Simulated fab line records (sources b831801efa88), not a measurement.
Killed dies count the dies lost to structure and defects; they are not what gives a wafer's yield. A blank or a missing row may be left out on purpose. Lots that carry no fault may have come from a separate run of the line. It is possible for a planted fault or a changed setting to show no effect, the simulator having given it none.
Which tool did it?	flow gf180mcu	14 lots, 42 wafers sampled, at 4 steps of a route of 602

== WHAT THE GAUGES SHOWED, per wafer ==
GF_V4_CD_MEAS_14: target cd 260 nm. Usual: cdNm reads 259.6 nm (standard deviation 1.1).
lot	measured	on	cdNm (nm)	flag
L683	day 24 11:22	cdSem-01	260.8 259.5 259.4	
L684	day 25 00:31	cdSem-02	259.6 261.0 260.3	
L685	day 25 02:34	cdSem-01	259.7 259.6 260.8	
L690	day 26 18:02	cdSem-02	258.3 259.2 260.1	
L691	day 27 04:43	cdSem-02	261.0 261.1 261.0	
L692	day 27 12:49	cdSem-02	259.3 259.6 259.6	
L698	day 29 11:49	cdSem-01	259.2 261.4 259.2	
L700	day 30 02:05	cdSem-01	260.0 259.7 259.4	
L701	day 30 03:59	cdSem-02	259.5 260.2 260.2	
L702	day 30 08:49	cdSem-01	257.8 257.4 257.5	
L703	day 30 11:28	cdSem-01	258.5 259.6 259.5	
L704	day 30 21:17	cdSem-02	261.0 260.0 261.0	
L705	day 31 02:45	cdSem-02	261.0 260.5 259.9	
L706	day 31 09:35	cdSem-02	258.3 259.4 258.7	

GF_V5_THK_MEAS_01. Usual: V5_CVD_00_THK 299 nm, standard deviation 5.3.
lot	measured	on	V5_CVD_00_THK (nm)	flag
L683	day 26 09:07	filmMetro-03	305 303 304	
L684	day 26 21:46	filmMetro-03	306 310 307	
L685	day 27 00:01	filmMetro-01	306 301 305	
L690	day 28 12:53	filmMetro-02	295 296 299	
L691	day 28 22:44	filmMetro-03	303 302 304	
L692	day 29 07:03	filmMetro-02	301 297 303	
L698	day 31 03:32	filmMetro-01	289 294 300	
L700	day 31 17:35	filmMetro-03	291 295 290	
L701	day 31 17:52	filmMetro-03	299 299 299	
L702	day 31 21:56	filmMetro-02	303 294 293	
L703	day 32 02:19	filmMetro-01	301 307 302	
L704	day 32 10:43	filmMetro-02	294 293 302	
L705	day 32 16:28	filmMetro-02	305 297 291	
L706	day 32 22:26	filmMetro-01	290 297 302	

== WHICH TOOL RAN EACH LOT (tool, then ch and the chambers of the sampled wafers, then the start) ==
lot	GF_V4_ETCH_17	GF_MIM_SPUTTER_09
L683	rieDiel-02 ch 0,2,3, day 24 13:20 or earlier	pvdSputter-03, day 24 13:20
L684	rieDiel-02 ch 0,2, day 25 02:27 or earlier	pvdSputter-03, day 25 02:27
L685	rieDiel-01 ch 0,2, day 25 04:31 or earlier	pvdSputter-02, day 25 04:31
L690	rieDiel-01 ch 0,1,2, day 26 19:54 or earlier	pvdSputter-01, day 26 19:54
L691	rieDiel-03 ch 1,2,3, day 27 06:42 or earlier	pvdSputter-03, day 27 06:42
L692	rieDiel-01 ch 0,2,3, day 27 14:44 or earlier	pvdSputter-03, day 27 14:44
L698	rieDiel-03 ch 1,3, day 29 13:40 or earlier	pvdSputter-01, day 29 13:40
L700	rieDiel-03 ch 1,2,3, day 30 04:02 or earlier	pvdSputter-01, day 30 04:02
L701	rieDiel-02 ch 0,2, day 30 05:55 or earlier	pvdSputter-02, day 30 05:55
L702	rieDiel-01 ch 0,1,2, day 30 10:43 or earlier	pvdSputter-03, day 30 10:43
L703	rieDiel-01 ch 0,1,2, day 30 13:23 or earlier	pvdSputter-01, day 30 13:23
L704	rieDiel-03 ch 0,2, day 30 23:10 or earlier	pvdSputter-02, day 30 23:10
L705	rieDiel-03 ch 0,1,2, day 31 04:59 or earlier	pvdSputter-02, day 31 04:59
L706	rieDiel-03 ch 0,1,2, day 31 11:31 or earlier	pvdSputter-02, day 31 11:31
- GF_V4_ETCH_17: etches SiO2 in C4F8/O2/Ar, stops on TiN, target depth 630 nm.
- GF_MIM_SPUTTER_09: material TiN, target thk 35 nm, time 29.2 s.

== WHAT THE TOOLS THEMSELVES READ (means of the sampled wafers that have a number; where no wafer has one, the mark that the record gives instead) ==
GF_V4_ETCH_17. Usual: oesProductAu reads 0.856 a.u. (standard deviation 0.0048).
lot	tool	oesProductAu (a.u.)	flag
L683	rieDiel-02	0.854	
L684	rieDiel-02	0.860	
L685	rieDiel-01	0.856	
L690	rieDiel-01	0.856	
L691	rieDiel-03	0.851	
L692	rieDiel-01	0.854	
L698	rieDiel-03	0.859	
L700	rieDiel-03	0.856	
L701	rieDiel-02	0.858	
L702	rieDiel-01	0.853	
L703	rieDiel-01	0.857	
L704	rieDiel-03	0.857	
L705	rieDiel-03	0.859	
L706	rieDiel-03	0.859	

GF_MIM_SPUTTER_09. Usual: throttleValvePct reads 29.6 % (standard deviation 1.4).
lot	tool	throttleValvePct (%)	flag
L683	pvdSputter-03	30.7	
L684	pvdSputter-03	30.5	
L685	pvdSputter-02	28.3	
L690	pvdSputter-01	30.1	
L691	pvdSputter-03	30.6	
L692	pvdSputter-03	30.1	
L698	pvdSputter-01	30.3	
L700	pvdSputter-01	30.1	
L701	pvdSputter-02	29.0	
L702	pvdSputter-03	30.2	
L703	pvdSputter-01	29.7	
L704	pvdSputter-02	27.5	
L705	pvdSputter-02	28.8	
L706	pvdSputter-02	28.5	

== THE ANSWER, worked out from the rows above alone ==
Rule: a lot is off if the mean of its wafers that have a number lies more than 3 standard deviations from the usual mean. Also off: a lot with no number at a reading for which 4 or more lots have one. The other lots that the step has rows for count as sound. The gauges are gone through in route order, then the tools' own readings, and for those a lot's mean is taken as printed above. At the first step where some lot is off, the reading lying furthest off is the one used; lots without a number count as furthest.
Nothing can be told from this: no lot is off at any reading shown.

== WHAT THE SIMULATOR HAD INSERTED ==
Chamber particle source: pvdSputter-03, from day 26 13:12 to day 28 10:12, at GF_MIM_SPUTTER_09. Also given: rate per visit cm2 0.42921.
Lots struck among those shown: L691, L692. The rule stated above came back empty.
